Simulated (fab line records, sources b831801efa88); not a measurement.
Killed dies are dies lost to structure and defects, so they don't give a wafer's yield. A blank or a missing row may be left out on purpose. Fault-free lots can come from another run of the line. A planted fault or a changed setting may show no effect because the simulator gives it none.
A sampling plan put to the test | flow gf180mcu | one line in one fab, 51 faults in these records, each fault weighed on the records of the lots it struck
The plan is the line's own looks: the steps of the route at which a gauge or an inspection reads the wafer and doesn't change it. A look can be judged if struck wafers have a number there and the file gives its usual mean and standard deviation on fault-free wafers. Caught: a look later than the fault's first step finds the struck wafers' mean 4 or more of those standard deviations (sigma) from the usual mean. On the tool: the same test on the tool's own readings at the fault's steps. Caught also covers a different recipe on the struck wafers, or a record left blank for those wafers only.

THE FAULTS, as the simulator had put them in
1. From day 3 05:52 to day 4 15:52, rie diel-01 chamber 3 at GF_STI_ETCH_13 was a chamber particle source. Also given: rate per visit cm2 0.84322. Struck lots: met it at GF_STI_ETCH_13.
2. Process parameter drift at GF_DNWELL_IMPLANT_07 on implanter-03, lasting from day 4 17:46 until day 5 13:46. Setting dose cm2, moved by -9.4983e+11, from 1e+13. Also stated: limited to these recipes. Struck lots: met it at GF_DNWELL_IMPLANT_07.
3. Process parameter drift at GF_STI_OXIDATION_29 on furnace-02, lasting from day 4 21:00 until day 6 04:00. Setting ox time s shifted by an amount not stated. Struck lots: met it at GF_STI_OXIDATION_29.
4. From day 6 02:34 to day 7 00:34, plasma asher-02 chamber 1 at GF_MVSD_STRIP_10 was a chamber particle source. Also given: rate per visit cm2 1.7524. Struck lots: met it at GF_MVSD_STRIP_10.
5. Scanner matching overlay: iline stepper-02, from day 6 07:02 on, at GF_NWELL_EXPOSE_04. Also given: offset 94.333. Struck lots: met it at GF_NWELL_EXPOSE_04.
6. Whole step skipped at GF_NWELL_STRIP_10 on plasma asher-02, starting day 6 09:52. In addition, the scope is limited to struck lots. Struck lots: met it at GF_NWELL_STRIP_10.
7. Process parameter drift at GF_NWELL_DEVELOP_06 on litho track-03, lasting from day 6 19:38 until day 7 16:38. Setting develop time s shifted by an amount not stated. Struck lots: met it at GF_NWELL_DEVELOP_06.
8. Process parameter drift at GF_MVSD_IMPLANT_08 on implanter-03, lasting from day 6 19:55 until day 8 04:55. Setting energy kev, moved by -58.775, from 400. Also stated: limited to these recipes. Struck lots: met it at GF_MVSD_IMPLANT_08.
9. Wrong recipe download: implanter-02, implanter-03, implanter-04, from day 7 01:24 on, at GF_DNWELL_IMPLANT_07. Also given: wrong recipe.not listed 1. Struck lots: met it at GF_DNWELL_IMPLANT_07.
10. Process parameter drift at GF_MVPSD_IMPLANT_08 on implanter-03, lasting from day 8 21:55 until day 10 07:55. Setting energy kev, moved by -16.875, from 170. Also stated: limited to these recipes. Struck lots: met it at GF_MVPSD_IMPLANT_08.
11. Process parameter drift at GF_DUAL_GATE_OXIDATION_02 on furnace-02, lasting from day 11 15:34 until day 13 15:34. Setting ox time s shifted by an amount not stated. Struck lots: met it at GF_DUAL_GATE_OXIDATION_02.
12. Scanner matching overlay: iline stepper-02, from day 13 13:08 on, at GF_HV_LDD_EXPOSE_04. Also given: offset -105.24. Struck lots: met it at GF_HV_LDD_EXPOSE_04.
13. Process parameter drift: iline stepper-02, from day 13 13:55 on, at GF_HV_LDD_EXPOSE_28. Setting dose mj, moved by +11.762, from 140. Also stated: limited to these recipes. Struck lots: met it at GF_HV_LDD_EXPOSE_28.
14. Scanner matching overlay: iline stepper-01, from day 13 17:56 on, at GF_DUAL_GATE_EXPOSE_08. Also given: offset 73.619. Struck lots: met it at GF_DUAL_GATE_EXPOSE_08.
15. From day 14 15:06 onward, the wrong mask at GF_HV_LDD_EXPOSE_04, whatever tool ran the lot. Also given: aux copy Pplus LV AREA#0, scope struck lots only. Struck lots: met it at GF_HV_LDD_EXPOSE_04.
16. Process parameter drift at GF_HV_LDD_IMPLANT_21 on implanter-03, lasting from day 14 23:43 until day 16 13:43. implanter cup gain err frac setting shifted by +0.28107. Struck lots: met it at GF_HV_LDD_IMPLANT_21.
17. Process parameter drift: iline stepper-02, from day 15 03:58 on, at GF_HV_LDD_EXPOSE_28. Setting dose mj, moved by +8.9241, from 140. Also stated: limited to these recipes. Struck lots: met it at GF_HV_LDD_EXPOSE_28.
18. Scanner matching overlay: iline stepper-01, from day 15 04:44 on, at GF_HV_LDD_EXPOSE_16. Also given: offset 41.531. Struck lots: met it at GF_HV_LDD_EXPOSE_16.
19. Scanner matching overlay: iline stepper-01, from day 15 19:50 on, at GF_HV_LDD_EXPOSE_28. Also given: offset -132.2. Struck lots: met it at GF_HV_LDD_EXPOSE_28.
20. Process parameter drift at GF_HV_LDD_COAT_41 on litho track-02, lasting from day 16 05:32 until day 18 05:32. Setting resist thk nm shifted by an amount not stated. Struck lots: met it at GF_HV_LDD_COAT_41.
21. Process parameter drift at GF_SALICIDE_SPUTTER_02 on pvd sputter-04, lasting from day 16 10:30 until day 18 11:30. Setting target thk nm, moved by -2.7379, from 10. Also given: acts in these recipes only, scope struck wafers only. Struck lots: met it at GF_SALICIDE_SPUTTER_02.
22. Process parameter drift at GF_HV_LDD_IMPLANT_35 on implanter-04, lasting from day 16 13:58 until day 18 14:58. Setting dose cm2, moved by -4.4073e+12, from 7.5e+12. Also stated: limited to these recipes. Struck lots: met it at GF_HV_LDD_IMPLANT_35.
23. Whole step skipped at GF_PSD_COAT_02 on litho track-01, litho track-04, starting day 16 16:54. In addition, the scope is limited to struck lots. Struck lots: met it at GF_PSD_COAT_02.
24. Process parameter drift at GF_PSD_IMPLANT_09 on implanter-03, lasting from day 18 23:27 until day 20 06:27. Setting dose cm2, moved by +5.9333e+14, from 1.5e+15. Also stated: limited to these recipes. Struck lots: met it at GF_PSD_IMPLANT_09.
25. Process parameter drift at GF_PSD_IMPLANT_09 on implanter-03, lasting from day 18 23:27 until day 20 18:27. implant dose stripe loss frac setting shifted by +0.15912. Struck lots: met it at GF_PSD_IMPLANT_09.
26. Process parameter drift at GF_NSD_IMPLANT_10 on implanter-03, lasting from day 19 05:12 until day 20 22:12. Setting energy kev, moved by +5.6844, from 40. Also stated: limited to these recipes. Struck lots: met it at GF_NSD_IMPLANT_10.
27. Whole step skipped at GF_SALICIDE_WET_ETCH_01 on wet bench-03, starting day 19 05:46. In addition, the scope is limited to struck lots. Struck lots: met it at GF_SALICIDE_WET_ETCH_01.
28. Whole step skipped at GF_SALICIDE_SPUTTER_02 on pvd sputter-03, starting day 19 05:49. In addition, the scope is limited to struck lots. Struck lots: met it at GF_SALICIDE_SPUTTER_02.
29. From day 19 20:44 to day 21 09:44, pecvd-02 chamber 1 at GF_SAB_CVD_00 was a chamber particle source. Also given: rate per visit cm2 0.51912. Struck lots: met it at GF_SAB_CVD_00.
30. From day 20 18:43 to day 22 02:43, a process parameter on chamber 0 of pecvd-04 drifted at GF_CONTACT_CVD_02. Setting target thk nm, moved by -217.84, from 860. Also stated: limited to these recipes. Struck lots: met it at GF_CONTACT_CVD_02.
31. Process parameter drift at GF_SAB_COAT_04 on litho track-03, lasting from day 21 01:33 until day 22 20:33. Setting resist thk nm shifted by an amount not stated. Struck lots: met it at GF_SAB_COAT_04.
32. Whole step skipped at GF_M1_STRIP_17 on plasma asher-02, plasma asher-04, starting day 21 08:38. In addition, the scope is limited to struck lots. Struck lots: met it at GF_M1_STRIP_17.
33. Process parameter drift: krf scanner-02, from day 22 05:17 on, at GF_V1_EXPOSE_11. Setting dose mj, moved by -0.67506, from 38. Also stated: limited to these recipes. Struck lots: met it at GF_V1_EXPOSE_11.
34. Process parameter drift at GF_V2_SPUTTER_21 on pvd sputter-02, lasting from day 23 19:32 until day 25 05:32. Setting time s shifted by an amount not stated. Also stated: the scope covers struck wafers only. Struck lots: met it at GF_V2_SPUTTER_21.
35. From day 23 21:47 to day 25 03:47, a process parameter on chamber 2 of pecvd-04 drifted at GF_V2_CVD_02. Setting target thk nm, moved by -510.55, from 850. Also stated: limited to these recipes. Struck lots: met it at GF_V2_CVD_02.
36. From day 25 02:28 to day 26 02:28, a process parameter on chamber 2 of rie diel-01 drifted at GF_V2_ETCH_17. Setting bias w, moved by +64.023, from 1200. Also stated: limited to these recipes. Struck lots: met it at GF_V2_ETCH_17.
37. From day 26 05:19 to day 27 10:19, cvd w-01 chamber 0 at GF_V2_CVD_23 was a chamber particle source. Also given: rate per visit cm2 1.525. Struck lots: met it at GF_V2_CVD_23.
38. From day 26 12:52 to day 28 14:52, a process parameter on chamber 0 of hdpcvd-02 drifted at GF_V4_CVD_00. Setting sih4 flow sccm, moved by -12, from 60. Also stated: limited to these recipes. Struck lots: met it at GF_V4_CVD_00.
39. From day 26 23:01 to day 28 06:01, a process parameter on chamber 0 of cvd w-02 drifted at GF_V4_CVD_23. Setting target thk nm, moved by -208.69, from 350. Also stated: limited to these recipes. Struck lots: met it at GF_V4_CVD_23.
40. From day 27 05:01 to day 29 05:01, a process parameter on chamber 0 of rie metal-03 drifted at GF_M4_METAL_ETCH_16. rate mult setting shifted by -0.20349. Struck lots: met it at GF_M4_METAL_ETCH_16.
41. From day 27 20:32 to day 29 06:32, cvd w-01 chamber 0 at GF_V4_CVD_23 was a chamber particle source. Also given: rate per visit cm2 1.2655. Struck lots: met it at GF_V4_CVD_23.
42. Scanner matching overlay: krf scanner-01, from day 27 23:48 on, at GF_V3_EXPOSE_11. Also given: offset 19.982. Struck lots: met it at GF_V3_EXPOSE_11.
43. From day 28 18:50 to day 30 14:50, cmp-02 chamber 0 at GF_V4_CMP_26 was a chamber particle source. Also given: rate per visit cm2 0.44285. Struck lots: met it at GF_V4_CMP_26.
44. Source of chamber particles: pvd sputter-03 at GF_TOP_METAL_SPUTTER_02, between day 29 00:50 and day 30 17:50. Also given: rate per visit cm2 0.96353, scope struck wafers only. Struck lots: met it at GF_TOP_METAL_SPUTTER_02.
45. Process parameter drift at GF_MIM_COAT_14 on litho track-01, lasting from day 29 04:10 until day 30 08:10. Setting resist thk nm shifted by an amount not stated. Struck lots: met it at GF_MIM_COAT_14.
46. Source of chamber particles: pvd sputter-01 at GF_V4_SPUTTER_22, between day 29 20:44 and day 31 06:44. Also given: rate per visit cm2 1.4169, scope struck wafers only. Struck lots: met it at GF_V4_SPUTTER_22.
47. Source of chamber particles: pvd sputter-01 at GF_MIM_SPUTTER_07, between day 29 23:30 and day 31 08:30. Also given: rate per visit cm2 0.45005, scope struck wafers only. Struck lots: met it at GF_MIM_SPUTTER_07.
48. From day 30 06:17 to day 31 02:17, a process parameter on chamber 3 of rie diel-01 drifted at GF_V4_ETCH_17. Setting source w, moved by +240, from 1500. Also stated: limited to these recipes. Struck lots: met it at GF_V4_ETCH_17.
49. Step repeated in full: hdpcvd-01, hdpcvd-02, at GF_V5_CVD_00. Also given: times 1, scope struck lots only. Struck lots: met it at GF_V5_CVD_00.
50. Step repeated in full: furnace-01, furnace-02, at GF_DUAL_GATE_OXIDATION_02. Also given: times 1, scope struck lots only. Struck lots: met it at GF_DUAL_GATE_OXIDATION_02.
51. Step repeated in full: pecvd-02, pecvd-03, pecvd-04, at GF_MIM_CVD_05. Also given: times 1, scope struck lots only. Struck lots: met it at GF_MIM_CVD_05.

WHAT THE PLAN SAW
fault | on the tool itself                               | first look that catches it                      | reading, sigma                                                        | median hours from its first step to that look | hours from the fault's start to the first struck lot there | judged looks passed uncaught
1     | under 2 sigma                                    | none of the 2 looks that can be judged after it | -                                                                     | -                                             | -                                                          | 2
2     | dose ions cm2 -73 sigma                          | not the one look that can be judged after it    | strongest: DNWELL_TW at GF_DNWELL_TW_MEAS_09, -3.7                    | -                                             | -                                                          | 1
3     | no reading that can be judged                    | GF_STI_THK_MEAS_30                              | STI_OXIDATION_02_THK +7.6                                             | 1.4                                           | 10                                                         | 0
4     | under 2 sigma                                    | not the one look that can be judged after it    | -                                                                     | -                                             | -                                                          | 1
5     | under 2 sigma                                    | GF_NWELL_OVL_MEAS_07                            | NWELL_OVL +72                                                         | 7.7                                           | 10                                                         | 0
6     | the tool's record is blank for the struck wafers | GF_LVPWELL_TW_MEAS_11                           | LVPWELL_TW -87                                                        | 15.8                                          | 19                                                         | 0
7     | under 2 sigma                                    | GF_NWELL_TW_MEAS_11                             | NWELL_TW -99 or beyond                                                | 0.9                                           | 3                                                          | 0
8     | beam energy keV -99 or beyond sigma              | GF_VT_IMPLANT_RS_MEAS_46                        | MVSD_RS +11                                                           | 86.5                                          | 98                                                         | 0
9     | under 2 sigma                                    | GF_DNWELL_TW_MEAS_09                            | DNWELL_TW +99 or beyond                                               | 0.2                                           | 3                                                          | 0
10    | beam energy keV -99 or beyond sigma              | GF_VT_IMPLANT_RS_MEAS_49                        | MVPSD_RS +7.7                                                         | 75.9                                          | 91                                                         | 0
11    | under 2 sigma                                    | GF_DUAL_GATE_THK_MEAS_03                        | DUAL_GATE_OXIDATION_00_THK -8.3                                       | 1.5                                           | 5                                                          | 0
12    | no reading that can be judged                    | GF_HV_LDD_OVL_MEAS_08                           | HV_LDD_OVL -74                                                        | 10.3                                          | 17                                                         | 0
13    | exposure dose mJ cm2 +79 sigma                   | GF_HV_LDD_CD_MEAS_31                            | cd nm +8.5                                                            | 10.4                                          | 20                                                         | 0
14    | no reading that can be judged                    | GF_DUAL_GATE_OVL_MEAS_11                        | DUAL_GATE_OVL +48                                                     | 10.5                                          | 18                                                         | 0
15    | no reading that can be judged                    | GF_HV_LDD_TW_MEAS_11                            | HV_LDD_TW -99 or beyond                                               | 10.9                                          | 14                                                         | 0
16    | faraday current uA +15 sigma                     | GF_HV_LDD_TW_MEAS_23                            | HV_LDD_2_TW -7.9                                                      | 0.2                                           | 3                                                          | 0
17    | exposure dose mJ cm2 +59 sigma                   | GF_HV_LDD_CD_MEAS_31                            | cd nm +6.7                                                            | 10.8                                          | 14                                                         | 0
18    | under 2 sigma                                    | GF_HV_LDD_OVL_MEAS_20                           | HV_LDD_01_OVL +29                                                     | 10.4                                          | 22                                                         | 0
19    | under 2 sigma                                    | GF_HV_LDD_OVL_MEAS_32                           | HV_LDD_02_OVL -93                                                     | 11.1                                          | 30                                                         | 0
20    | no reading that can be judged                    | not the one look that can be judged after it    | -                                                                     | -                                             | -                                                          | 1
21    | under 2 sigma                                    | GF_SALICIDE_RS_MEAS_04                          | SALICIDE_TIN_RS +13                                                   | 0.1                                           | 45                                                         | 0
22    | dose ions cm2 -99 or beyond sigma                | GF_HV_LDD_TW_MEAS_38                            | HV_LDD_3_TW -4.6                                                      | 0.4                                           | 6                                                          | 0
23    | the tool's record is blank for the struck wafers | none of the 2 looks that can be judged after it | -                                                                     | -                                             | -                                                          | 2
24    | dose ions cm2 +99 or beyond sigma                | GF_PSD_TW_MEAS_11                               | PSD_TW +9.5                                                           | 0.2                                           | 4                                                          | 0
25    | no reading that can be judged                    | no look after it can be judged                  | -                                                                     | -                                             | -                                                          | 0
26    | beam energy keV +99 or beyond sigma              | not the one look that can be judged after it    | -                                                                     | -                                             | -                                                          | 1
27    | the tool's record is blank for the struck wafers | no look after it can be judged                  | -                                                                     | -                                             | -                                                          | 0
28    | the tool's record is blank for the struck wafers | GF_SALICIDE_RS_MEAS_04                          | SALICIDE_TIN_RS +97                                                   | 0.1                                           | 7                                                          | 0
29    | under 2 sigma                                    | not the one look that can be judged after it    | strongest: PASSIVATION_CVD_00_THK at GF_PASSIVATION_THK_MEAS_01, -2.8 | -                                             | -                                                          | 1
30    | under 2 sigma                                    | GF_CONTACT_THK_MEAS_03                          | CONTACT_CVD_02_THK -17                                                | 0.1                                           | 12                                                         | 0
31    | under 2 sigma                                    | no look after it can be judged                  | -                                                                     | -                                             | -                                                          | 0
32    | no reading that can be judged                    | no look after it can be judged                  | -                                                                     | -                                             | -                                                          | 0
33    | exposure dose mJ cm2 -18 sigma                   | none of the 2 looks that can be judged after it | strongest: cd nm at GF_V1_CD_MEAS_14, -2.4                            | -                                             | -                                                          | 2
34    | under 2 sigma                                    | no look after it can be judged                  | -                                                                     | -                                             | -                                                          | 0
35    | under 2 sigma                                    | GF_V2_THK_MEAS_03                               | V2_CVD_02_THK -43                                                     | 0.1                                           | 4                                                          | 0
36    | bias w +18 sigma                                 | no look after it can be judged                  | -                                                                     | -                                             | -                                                          | 0
37    | under 2 sigma                                    | none of the 3 looks that can be judged after it | -                                                                     | -                                             | -                                                          | 3
38    | sih4 flow sccm -70 sigma                         | GF_V4_THK_MEAS_01                               | V4_CVD_00_THK -19                                                     | 0.1                                           | 10                                                         | 0
39    | under 2 sigma                                    | GF_V4_RS_MEAS_24                                | V4_W_RS +94                                                           | 0.1                                           | 2                                                          | 0
40    | oes product au -17 sigma                         | not the one look that can be judged after it    | -                                                                     | -                                             | -                                                          | 1
41    | under 2 sigma                                    | not the one look that can be judged after it    | -                                                                     | -                                             | -                                                          | 1
42    | under 2 sigma                                    | none of the 2 looks that can be judged after it | strongest: V3_OVL at GF_V3_OVL_MEAS_15, +3.3                          | -                                             | -                                                          | 2
43    | under 2 sigma                                    | not the one look that can be judged after it    | -                                                                     | -                                             | -                                                          | 1
44    | under 2 sigma                                    | no look after it can be judged                  | -                                                                     | -                                             | -                                                          | 0
45    | under 2 sigma                                    | no look after it can be judged                  | -                                                                     | -                                             | -                                                          | 0
46    | under 2 sigma                                    | none of the 5 looks that can be judged after it | -                                                                     | -                                             | -                                                          | 5
47    | under 2 sigma                                    | none of the 4 looks that can be judged after it | -                                                                     | -                                             | -                                                          | 4
48    | rf fwd power W +43 sigma                         | no look after it can be judged                  | -                                                                     | -                                             | -                                                          | 0
49    | no reading that can be judged                    | GF_V5_THK_MEAS_01                               | V5_CVD_00_THK +68                                                     | 0.3                                           | -                                                          | 0
50    | under 2 sigma                                    | GF_DUAL_GATE_THK_MEAS_03                        | DUAL_GATE_OXIDATION_00_THK +33                                        | 3.1                                           | -                                                          | 0
51    | under 2 sigma                                    | GF_MIM_THK_MEAS_06                              | MIM_CVD_05_THK +68                                                    | 0.2                                           | -                                                          | 0
A dash: the fault isn't caught, or these records don't give the number.

Caught at a look: 27 of 51. Caught on the tool: 18 of 51. By one or the other: 35 of 51.
Faults 2, 23, 26, 27, 33, 36, 40, 48 were caught on the tool alone.
Caught at a look alone: faults 3, 5, 7, 9, 11, 12, 14, 15, 18, 19, 21, 30, 35, 39, 49, 50, 51.
Caught by neither: faults 1, 4, 20, 25, 29, 31, 32, 34, 37, 41, 42, 43, 44, 45, 46, 47.

THINNER SAMPLING
In the worst case, this is how late the first struck lot would be measured if the look that catches a fault measured only every second or every third lot, by lot number:
fault | struck lots at that look, in order of time | every lot | every second lot | every third lot
3     | L453, L455                                 | 10 h      | may miss all 2   | may miss all 2
5     | L619, L622                                 | 10 h      | 27 h             | may miss all 2
6     | L194, L195, L196                           | 19 h      | 23 h             | 29 h
7     | L639, L640, L641                           | 3 h       | 9 h              | 15 h
8     | L724, L726                                 | 98 h      | may miss all 2   | may miss all 2
9     | L198, L199, L200                           | 3 h       | 8 h              | 16 h
10    | L220, L221                                 | 91 h      | 96 h             | may miss all 2
11    | L312, L316                                 | 5 h       | may miss all 2   | may miss all 2
12    | L836, L837                                 | 17 h      | 24 h             | may miss all 2
13    | L276, L278                                 | 20 h      | may miss all 2   | may miss all 2
14    | L727, L728                                 | 18 h      | 26 h             | may miss all 2
15    | L128                                       | 14 h      | may miss it      | may miss it
16    | L973, L975                                 | 3 h       | may miss all 2   | may miss all 2
17    | L419, L420                                 | 14 h      | 21 h             | may miss all 2
18    | L905, L906                                 | 22 h      | 32 h             | may miss all 2
19    | L433, L434                                 | 30 h      | 39 h             | may miss all 2
21    | L287                                       | 45 h      | may miss it      | may miss it
22    | L125, L126, L127                           | 6 h       | 12 h             | 22 h
24    | L671, L672                                 | 4 h       | 12 h             | may miss all 2
28    | L860, L861                                 | 7 h       | 8 h              | may miss all 2
30    | L852                                       | 12 h      | may miss it      | may miss it
35    | L571, L572                                 | 4 h       | 9 h              | may miss all 2
38    | L746, L747                                 | 10 h      | 23 h             | may miss all 2
39    | L470, L472                                 | 2 h       | may miss all 2   | may miss all 2
The hour figures run from when the fault began to the first measured lot among those it struck. The test against the limit of 4 sigma pooled every struck wafer, which means one lot taken alone may stay below that limit. Other struck lots may not be in these records.

THE LONGEST TIMED WAY FROM STEP TO LOOK
Fault 8: median gap of 86.5 hours between GF_MVSD_IMPLANT_08 and GF_VT_IMPLANT_RS_MEAS_46. No look between them can be judged.
